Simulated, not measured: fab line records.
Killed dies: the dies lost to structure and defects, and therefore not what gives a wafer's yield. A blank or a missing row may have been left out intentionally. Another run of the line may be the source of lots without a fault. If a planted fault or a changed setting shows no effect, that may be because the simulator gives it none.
A struck lot beside a sound one -- flow sky130 -- 44 out of 708 route steps
Sound: these wafers, L185.4, L185.5, L185.6. Struck: wafers L188.1, L188.3, L188.4. The cause is given at the end.
Each step with rows lists, per side, the tool, then ch with its chambers, then its first start. Under that, the readings that differ: sound wafers -- struck wafers -- difference of the means -- sigmas: that difference in standard deviations of wafers without a fault.
alike: words and numbers the same on both sides, and readings whose means are apart by under 2 such deviations; not compared: readings that were withheld, readings missing a value for some wafer, numbers with overlapping values and no deviation given by the record, and bounds like >300 which may hide the same value.
A row with sigmas, a row that says differs or no value, or rows on one side alone: a step with any of these is where the two part. Numbers that don't overlap but have no deviation are shown without sigmas and don't part them. A reading that every wafer of one side lacks parts them only if that side has two wafers or more.

first, 8 steps without rows for these wafers: SKY_DNWELL_DEHYDRATE_00 (time 60 s); SKY_DNWELL_HMDS_01 (prime time 60 s); SKY_DNWELL_COAT_02 (resist thk 3000 nm); SKY_DNWELL_SOFTBAKE_03; SKY_DNWELL_EXPOSE_04 (exposes mask DNM, target cd 3000 nm); SKY_DNWELL_PEB_05; SKY_DNWELL_DEVELOP_06 (develop time 60 s); SKY_DNWELL_IMPLANT_07.
SKY_DNWELL_STRIP_08: strips in O2/N2.
  sound on plasma-asher-04 ch 0,1, day 4 18:55; struck on plasma-asher-02 ch 0,1, day 5 11:01
  alike: drypump-motor-current-A, oes-product-au, strip-time-to-endpoint-s
  not compared: rf-hours-counter-h
SKY_DNWELL_TW_MEAS_09:
  sound: film-metro-03 at day 4 19:01; struck: film-metro-02 at day 5 11:07
  alike: DNWELL_TW
then, 2 steps without rows for these wafers: SKY_PWDE_DEHYDRATE_00 (time 60 s); SKY_PWDE_HMDS_01 (prime time 60 s).
SKY_PWDE_COAT_02: resist thk 3000 nm.
  sound on litho-track-01 ch 0, day 5 03:29; struck on litho-track-01 ch 0, day 5 20:10
reading,sound,struck,difference,sigmas
model.coat_of_PWDE_COAT_02.thk-nm (nm),2995 2995 2990,300.1 300.6 300.5,-2692.9,
  alike: dispense-pressure-kPa
then, 3 steps without rows for these wafers: SKY_PWDE_SOFTBAKE_03; SKY_PWDE_EXPOSE_04 (exposes mask PWDEM, target cd 840 nm); SKY_PWDE_PEB_05.
SKY_PWDE_DEVELOP_06: develop time 60 s.
  sound: litho-track-04 ch 0; struck: litho-track-04 ch 0
reading,sound,struck,difference,sigmas
model.coat_of_PWDE_COAT_02.thk-nm (nm),2991 2991 2986,295.8 296.3 296.3,-2693.2,
SKY_PWDE_OVL_MEAS_07:
  sound: overlay-01 at day 5 12:06; struck: overlay-01 at day 6 05:32
  alike: PWDE_OVL
next, for these wafers, 1 step has no rows: SKY_PWDE_IMPLANT_08.
SKY_PWDE_STRIP_09: strips in O2/N2.
  sound on plasma-asher-02 ch 0,1, day 5 12:18; struck on plasma-asher-01 ch 0,1, day 6 05:43
reading,sound,struck,difference,sigmas
oes-product-au (a.u.),0.725 0.717 0.722,0.421 0.422 0.410,-0.304,-65
strip-time-to-endpoint-s (s),36.85 36.85 36.80,4.36 4.36 4.35,-32.48,-99 or more
  alike: drypump-motor-current-A
  not compared: rf-hours-counter-h
SKY_PWDE_TW_MEAS_10:
  sound: film-metro-01 at day 5 12:23; struck: film-metro-03 at day 6 05:49
  alike: PWDE_TW
then, 7 steps without rows for these wafers: SKY_NWELL_DEHYDRATE_03 (time 60 s); SKY_NWELL_HMDS_04 (prime time 60 s); SKY_NWELL_COAT_05 (resist thk 2950 nm); SKY_NWELL_SOFTBAKE_06; SKY_NWELL_EXPOSE_07 (exposes mask NWM, target cd 840 nm); SKY_NWELL_PEB_08; SKY_NWELL_DEVELOP_09 (develop time 60 s).
SKY_NWELL_OVL_MEAS_10:
  sound: overlay-02 at day 6 06:33; struck: overlay-02 at day 7 00:41
  alike: NWELL_00_OVL
then, 3 steps without rows for these wafers: SKY_NWELL_IMPLANT_11; SKY_NWELL_IMPLANT_12; SKY_NWELL_IMPLANT_13.
SKY_NWELL_STRIP_14: strips in O2/N2.
  sound on plasma-asher-04 ch 0,1, day 6 07:03; struck on plasma-asher-03 ch 0,1, day 7 01:10
  alike: drypump-motor-current-A, oes-product-au, strip-time-to-endpoint-s
  not compared: rf-hours-counter-h
SKY_NWELL_TW_MEAS_15:
  sound: film-metro-03 at day 6 07:09; struck: film-metro-02 at day 7 01:16
  alike: NWELL_TW
then, 7 steps without rows for these wafers: SKY_NWELL_DEHYDRATE_16 (time 60 s); SKY_NWELL_HMDS_17 (prime time 60 s); SKY_NWELL_COAT_18 (resist thk 3000 nm); SKY_NWELL_SOFTBAKE_19; SKY_NWELL_EXPOSE_20 (exposes mask NWM COMPLEMENT, target cd 840 nm); SKY_NWELL_PEB_21; SKY_NWELL_DEVELOP_22 (develop time 57.6 s).
SKY_NWELL_OVL_MEAS_23:
  sound: overlay-01 at day 7 02:38; struck: overlay-02 at day 7 20:25
  alike: NWELL_01_OVL
SKY_NWELL_TW_MEAS_26:
  sound: film-metro-03 at day 7 02:56; struck: film-metro-03 at day 7 20:43
reading,sound,struck,difference,sigmas
NWELL_2_TW,495.2 497.3 494.1,546.2 547.7 544.9,+50.7,+21
-- the record jumps here: 40 days lie between the struck wafers' starts before and after (it left off in module NWELL and takes up again in module PAD_OPEN, whose first step shown is number 708 of the route) --
SKY_PAD_OPEN_PROBE_99:
  sound: prober-02 at day 47 16:45; struck: prober-01 at day 48 08:24
reading,sound,struck,difference,sigmas
killed-at-front-end,12 19 16,419 423 429,+408,+82
killed-dies,81 81 75,492 492 492,+413,+47
killed-on-rim,19 12 15,96 96 96,+81,+20
  alike: killed_at_M0_to_M3, killed_at_M4_up, killed-at-contacts, killed-at-other, killed-open, killed-short

## WHERE THEY PART
Earliest at SKY_PWDE_STRIP_09; latest, in this record, at SKY_PAD_OPEN_PROBE_99.

WHY: whatever the simulator had introduced
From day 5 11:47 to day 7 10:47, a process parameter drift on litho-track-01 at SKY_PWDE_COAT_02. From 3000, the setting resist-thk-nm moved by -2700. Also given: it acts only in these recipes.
